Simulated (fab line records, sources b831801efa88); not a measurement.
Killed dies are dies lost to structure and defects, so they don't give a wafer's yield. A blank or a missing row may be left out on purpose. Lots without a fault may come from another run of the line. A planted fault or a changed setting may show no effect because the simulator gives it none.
One fault seen from 2 desks | flow gf180mcu | each desk has only its own numbers; what lay behind them comes last

THE TOOL OWNER'S DESK: rie_diel-04
The tool's own readings at GF_M5_ETCH_09 (etches Si3N4 in CF4/O2, target depth 52 nm, time 11.6 s): means of the sampled wafers that have a number, for each lot that ran on this tool. A lot is out of limits, marked OUT, if its mean lies more than 4 standard deviations from the usual mean; the brackets give that distance.
Columns: A = bias_w at GF_M5_ETCH_09, usual 150.0 W; B = drypump_motor_current_A at GF_M5_ETCH_09, usual 5.7 A; C = oes_product_au at GF_M5_ETCH_09, usual 0.998 a.u.; D = rf_fwd_power_W at GF_M5_ETCH_09, usual 785 W; E = throttle_valve_pct at GF_M5_ETCH_09, usual 5.970 %
lot  | first seen here | A     | B   | C                | D             | E
L792 | day 27 06:56    | 150.7 | 5.8 | 0.910 (-10) OUT  | 659 (-29) OUT | 5.948
L793 | day 27 16:02    | 150.4 | 5.9 | 0.919 (-8.9) OUT | 658 (-29) OUT | 5.943
L806 | day 31 11:22    | 149.8 | 5.6 | 0.992            | 785           | 5.972
L810 | day 32 09:56    | 149.9 | 5.5 | 1.003            | 781           | 5.974
This desk's finding: out of limits on L792, L793; first on L792, day 27 06:56 (oes_product_au at GF_M5_ETCH_09). In limits: L806, L810.

THE METROLOGY DESK
What the gauges read, lot by lot, whatever tool the lot ran on: means of the sampled wafers that have a number. A lot is out of limits, marked OUT, if its mean lies more than 4 standard deviations from the usual mean; the brackets give that distance.
Columns: A = cd_nm at GF_M5_CD_MEAS_07, usual 279.8 nm; B = M5_OVL at GF_M5_OVL_MEAS_08, usual -4 nm
lot  | first seen here | A     | B
L792 | day 27 06:46    | 278.5 | -5
L793 | day 27 15:52    | 280.7 | -5
L801 | day 30 07:58    | 279.2 | -16
L804 | day 30 23:46    | 280.2 | 6
L806 | day 31 11:16    | 280.2 | 1
L810 | day 32 09:49    | 280.6 | 1
This desk's finding: nothing out of limits on any of the 6 lots.

PUT TOGETHER
The tool owner's desk could have raised an alarm at day 27 06:56, on L792, L793.
The metrology desk saw nothing out of limits.
The metrology desk has L792, L793 on record, within its limits.
Of the lots named, all ran GF_M5_ETCH_09 on rie_diel-04.

WHAT THE SIMULATOR HAD PUT IN
Process parameter drift: rie_diel-04, from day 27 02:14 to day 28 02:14, at GF_M5_ETCH_09. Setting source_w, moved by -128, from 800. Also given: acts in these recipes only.
Lots struck among those shown: L792, L793.
Hours from the fault's start to each desk's first reading out of limits: the tool owner's desk, 5.
